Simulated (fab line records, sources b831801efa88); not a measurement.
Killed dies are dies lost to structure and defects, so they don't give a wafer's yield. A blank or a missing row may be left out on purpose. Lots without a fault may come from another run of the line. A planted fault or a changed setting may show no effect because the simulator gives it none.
Tool commonality check | flow sky130 | 15 lots, 45 wafers sampled

WHY IT WAS OPENED
At SKY_LDD_P_TW_MEAS_11 the reading LDD_P_TW is flagged on 3 of 15 lots. Wafers without a fault read 639, standard deviation 4.3.
Rule: a lot is flagged when every wafer of it that has a number lies more than 4 standard deviations from that mean, or none has a number. The other lots count as sound.

lot  | measured     | on            | LDD_P_TW, wafer by wafer | flag
L200 | day 19 00:18 | film_metro-03 | 642 645 640              |
L202 | day 19 13:05 | film_metro-03 | 643 644 644              |
L203 | day 19 23:04 | film_metro-01 | 639 638 637              |
L205 | day 21 09:49 | film_metro-03 | 645 644 644              |
L206 | day 21 10:07 | film_metro-02 | 634 633 634              |
L208 | day 22 16:58 | film_metro-01 | 631 631 635              |
L211 | day 23 08:01 | film_metro-02 | 635 629 631              |
L210 | day 23 10:07 | film_metro-03 | 638 639 634              |
L212 | day 23 18:28 | film_metro-03 | 642 641 637              |
L214 | day 25 04:34 | film_metro-03 | 30 30 30                 | FLAGGED
L215 | day 25 06:31 | film_metro-01 | 30 30 30                 | FLAGGED
L216 | day 25 08:08 | film_metro-03 | 30 30 30                 | FLAGGED
L218 | day 25 17:10 | film_metro-02 | 634 637 630              |
L220 | day 26 02:14 | film_metro-01 | 639 637 639              |
L223 | day 27 06:29 | film_metro-03 | 645 643 643              |
The numbers of the flagged lots are 30 on average: -609 against the usual, or -99 or more standard deviations.

WHICH TOOL RAN EACH LOT
The record holds 3 process steps before the reading, out of a route of 708 steps. In each cell: the tool, then ch and the chambers that the sampled wafers went through, then the start.
lot  | flag    | SKY_VT_ADJUST_NCORE_STRIP_10         | SKY_GATE_OXIDE_STRIP_13              | SKY_LDD_P_IMPLANT_09
L200 |         | plasma_asher-03 ch 0,1, day 8 10:01  | plasma_asher-03 ch 0,1, day 13 12:58 | implanter-02 ch 0, day 18 21:17
L202 |         | plasma_asher-01 ch 0,1, day 9 03:59  | plasma_asher-04 ch 0,1, day 14 09:43 | implanter-03 ch 0, day 19 12:50
L203 |         | plasma_asher-03 ch 0,1, day 9 07:22  | plasma_asher-04 ch 0,1, day 14 14:26 | implanter-03 ch 0, day 19 22:50
L205 |         | plasma_asher-03 ch 0,1, day 9 21:05  | plasma_asher-04 ch 0,1, day 15 09:12 | implanter-04 ch 0, day 21 09:34
L206 |         | plasma_asher-01 ch 0,1, day 10 06:32 | plasma_asher-03 ch 1, day 15 19:50   | implanter-03 ch 0, day 21 09:53
L208 |         | plasma_asher-03 ch 0,1, day 11 09:02 | plasma_asher-04 ch 0,1, day 17 08:53 | implanter-04 ch 0, day 22 16:44
L211 |         | plasma_asher-03 ch 0,1, day 11 20:20 | plasma_asher-03 ch 0,1, day 17 21:02 | implanter-02 ch 0, day 23 07:46
L210 |         | plasma_asher-03 ch 0,1, day 11 19:10 | plasma_asher-01 ch 0,1, day 17 21:29 | implanter-03 ch 0, day 23 09:53
L212 |         | plasma_asher-01 ch 0,1, day 12 06:38 | plasma_asher-04 ch 0,1, day 18 07:22 | implanter-04 ch 0, day 23 18:14
L214 | FLAGGED | plasma_asher-04 ch 0,1, day 13 02:05 | plasma_asher-01 ch 0,1, day 19 20:50 | implanter-02, day 25 04:20
L215 | FLAGGED | plasma_asher-03 ch 0,1, day 13 00:44 | plasma_asher-01 ch 0,1, day 19 22:02 | implanter-03, day 25 06:17
L216 | FLAGGED | plasma_asher-01 ch 1, day 13 05:29   | plasma_asher-03 ch 0,1, day 19 21:54 | implanter-04, day 25 07:53
L218 |         | plasma_asher-04 ch 0,1, day 13 22:34 | plasma_asher-03 ch 0,1, day 20 08:27 | implanter-02 ch 0, day 25 16:55
L220 |         | plasma_asher-03 ch 0,1, day 14 09:26 | plasma_asher-01 ch 0,1, day 20 17:38 | implanter-04 ch 0, day 26 01:59
L223 |         | plasma_asher-04 ch 0,1, day 15 14:39 | plasma_asher-01 ch 0,1, day 22 00:00 | implanter-04 ch 0, day 27 06:16
What these steps do:
- SKY_VT_ADJUST_NCORE_STRIP_10: strips in O2/N2.
- SKY_GATE_OXIDE_STRIP_13: strips in O2/N2.
- SKY_LDD_P_IMPLANT_09
- SKY_LDD_P_TW_MEAS_11

FLAGGED OVER TOTAL, TOOL BY TOOL (the gauges that took the reading come last)
step                         | tool            | lots run | flagged | share of the flagged lots | sound lots run after its first flagged lot
SKY_VT_ADJUST_NCORE_STRIP_10 | plasma_asher-01 | 4        | 1       | some                      | 0
SKY_VT_ADJUST_NCORE_STRIP_10 | plasma_asher-03 | 8        | 1       | some                      | 1 (L220)
SKY_VT_ADJUST_NCORE_STRIP_10 | plasma_asher-04 | 3        | 1       | some                      | 2 (L218,L223)
SKY_GATE_OXIDE_STRIP_13      | plasma_asher-01 | 5        | 2       | some                      | 2 (L220,L223)
SKY_GATE_OXIDE_STRIP_13      | plasma_asher-03 | 5        | 1       | some                      | 1 (L218)
SKY_GATE_OXIDE_STRIP_13      | plasma_asher-04 | 5        | 0       | none                      | -
SKY_LDD_P_IMPLANT_09         | implanter-02    | 4        | 1       | some                      | 1 (L218)
SKY_LDD_P_IMPLANT_09         | implanter-03    | 5        | 1       | some                      | 0
SKY_LDD_P_IMPLANT_09         | implanter-04    | 6        | 1       | some                      | 2 (L220,L223)
SKY_LDD_P_TW_MEAS_11         | film_metro-01   | 4        | 1       | some                      | 1 (L220)
SKY_LDD_P_TW_MEAS_11         | film_metro-02   | 3        | 0       | none                      | -
SKY_LDD_P_TW_MEAS_11         | film_metro-03   | 8        | 2       | some                      | 1 (L223)

WHAT THE TABLE ALLOWS
No row of the table ran every flagged lot.

WHAT THE SIMULATOR HAD PUT IN
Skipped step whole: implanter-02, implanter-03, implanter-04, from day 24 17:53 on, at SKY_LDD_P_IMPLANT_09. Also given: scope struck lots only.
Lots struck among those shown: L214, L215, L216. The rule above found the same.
